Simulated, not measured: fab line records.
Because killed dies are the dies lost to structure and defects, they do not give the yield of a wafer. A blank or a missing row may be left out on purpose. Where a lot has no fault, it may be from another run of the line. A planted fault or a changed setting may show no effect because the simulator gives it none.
A struck lot beside a sound one | flow sky130 | 18 out of 708 route steps
Sound: these wafers, L686.1, L686.5, L686.6. Struck: wafers L679.1, L679.2, L679.5. At the end, the cause is stated.
Each step with rows lists, per side, the tool, then ch with its chambers, then its first start. Under that, the readings that differ: sound wafers | struck wafers | difference of the means | sigmas: that difference in standard deviations of wafers without a fault.
alike: readings whose means differ by less than 2 such deviations, and words and numbers that are the same on both sides. not compared: withheld readings, readings that some wafer has no value for, bounds like >300 that may hide the same value, and numbers for which the record gives no deviation and whose values overlap.
Wherever a step has rows on one side only, a row that says differs or no value, or a row with sigmas, the two part there. Numbers that have no deviation but don't overlap get no sigmas and don't part them. A reading missing from all wafers of one side parts the sides only when that side holds two or more wafers.

first, 4 steps without rows for these wafers: SKY_LDD_HVP_SOFTBAKE_03 (time 60 s); SKY_LDD_HVP_EXPOSE_04 (exposes mask HVPTM, target cd 700 nm); SKY_LDD_HVP_PEB_05; SKY_LDD_HVP_DEVELOP_06 (develop time 60 s).
SKY_LDD_HVP_OVL_MEAS_07:
  sound on overlay-01 at day 27 01:50; struck on overlay-02 at day 24 23:01
  alike: LDD_HVP_OVL
then, 1 step without rows for these wafers: SKY_LDD_HVP_IMPLANT_08.
SKY_LDD_HVP_STRIP_09: strips in O2/N2.
  sound on plasma asher-02 ch 0,1, day 27 02:02; struck on plasma asher-02 ch 0,1, day 24 23:13
  alike: drypump motor current A, oes product au, strip time to endpoint s
  not compared: rf hours counter h
SKY_LDD_HVP_TW_MEAS_10:
  sound on film metro-02 at day 27 02:08; struck on film metro-02 at day 24 23:19
  alike: LDD_HVP_TW
then, 4 steps without rows for these wafers: SKY_LDD_LDN_DEHYDRATE_00 (time 60 s); SKY_LDD_LDN_HMDS_01 (prime time 60 s); SKY_LDD_LDN_COAT_02 (resist thk 1140 nm); SKY_LDD_LDN_SOFTBAKE_03 (time 60 s).
SKY_LDD_LDN_EXPOSE_04: exposes mask LDNTM, target cd 700 nm.
  sound on iline stepper-01 ch 0, day 27 16:55; struck on iline stepper-02 ch 0, day 25 14:29
  reading                         | sound                   | struck            | difference | sigmas
  model.LDD_LDN.overlay x nm (nm) | -0.2487 -0.2487 -0.2487 | -54.3 -54.3 -54.3 | -54.1      |
  alike: mask
then, 2 steps without rows for these wafers: SKY_LDD_LDN_PEB_05; SKY_LDD_LDN_DEVELOP_06 (develop time 60 s).
SKY_LDD_LDN_OVL_MEAS_07:
  sound on overlay-01 at day 28 06:55; struck on overlay-01 at day 26 04:49
  reading          | sound       | struck            | difference | sigmas
  LDD_LDN_OVL (nm) | 1.3 0.6 2.6 | -53.0 -52.8 -54.9 | -55.1      | -39
then, 1 step without rows for these wafers: SKY_LDD_LDN_IMPLANT_08.
-- here the record skips 22 days between the struck wafers' starts before and after, leaving off in module LDD_LDN and picking up in module PAD_OPEN (first step shown: number 708 of the route) --
SKY_PAD_OPEN_PROBE_99:
  the record has rows for the struck wafers here (prober-02, day 48 03:25) and none for the sound ones

## WHERE THEY PART
At SKY_LDD_LDN_OVL_MEAS_07 first; at SKY_PAD_OPEN_PROBE_99 last (within this record only).

WHY: what had been put in by the simulator
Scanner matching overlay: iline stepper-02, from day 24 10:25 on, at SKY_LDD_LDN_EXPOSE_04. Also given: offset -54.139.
